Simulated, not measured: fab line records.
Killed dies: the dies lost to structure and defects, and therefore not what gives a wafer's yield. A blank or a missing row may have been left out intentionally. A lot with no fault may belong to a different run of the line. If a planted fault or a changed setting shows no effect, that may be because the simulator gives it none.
2 desks, one fault ; flow gf180mcu ; only its own numbers are on each desk; what lay behind them is given at the end

== DESK OF THE TOOL OWNER: hdpcvd-02 ==
The tool's own readings at GF_V3_CVD_00 (deposits SiO2, target thk 600 nm, time 100 s): means of the sampled wafers that have a number, for each lot that ran on this tool. A lot is out of limits, marked OUT, if its mean lies more than 4 standard deviations from the usual mean; the brackets give that distance.
Columns: A = sih4_flow_sccm at GF_V3_CVD_00, usual 59.99 sccm
lot;first seen here;A
L950;day 21 13:04;59.94
L951;day 21 21:37;59.88
L953;day 22 22:01;59.94
L954;day 23 01:21;59.91
L958;day 24 08:53;60.01
L961;day 25 12:42;59.83
L964;day 26 09:34;71.97 (+63) OUT
L965;day 26 18:12;71.91 (+63) OUT
This desk finds L964, L965 out of limits, L964 being first, at day 26 09:34 (sih4_flow_sccm at GF_V3_CVD_00). Within limits: L950, L951, L953, L954, L958, L961.

== THE METROLOGY DESK ==
Means of the sampled wafers that have a number, per lot and without regard to the tool the lot ran on: this is what the gauges read. A lot is out of limits, marked OUT, if its mean lies more than 4 standard deviations from the usual mean; the brackets give that distance.
Columns: A = V3_CVD_00_THK at GF_V3_THK_MEAS_01, usual 594 nm; B = V3_OVL at GF_V3_OVL_MEAS_15, usual 1 nm
lot;first seen here;A;B
L950;day 21 13:11;598;11
L951;day 21 21:41;590;-3
L953;day 22 22:05;593;1
L954;day 23 01:26;585;11
L955;day 23 21:49;594;3
L956;day 24 00:06;591;-2
L958;day 24 08:59;590;-1
L961;day 25 12:46;594;0
L964;day 26 09:38;712 (+15) OUT;-6
L965;day 26 18:17;714 (+15) OUT;6
L966;day 27 01:41;593;-1
L970;day 28 05:30;599;-3
L972;day 28 19:02;601;5
This desk finds L964, L965 out of limits, with the earliest case on L964 at day 26 09:38 (V3_CVD_00_THK at GF_V3_THK_MEAS_01). Within limits: L950, L951, L953, L954, L955, L956, L958, L961, L966, L970, L972.

== BROUGHT TOGETHER ==
The tool owner's desk had the chance to raise an alarm at day 26 09:34 on L964, L965.
Metrology desk: alarm possible at day 26 09:38 on L964, L965.
Of the lots named, all ran GF_V3_CVD_00 on hdpcvd-02.

== WHAT THE SIMULATOR HAD PUT IN ==
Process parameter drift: hdpcvd-02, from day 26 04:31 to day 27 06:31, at GF_V3_CVD_00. Setting sih4_flow_sccm, moved by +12, from 60. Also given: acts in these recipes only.
Struck lots among those shown: L964, L965.
Hours from the fault's start to each desk's first reading out of limits: the tool owner's desk, 5; the metrology desk, 5.
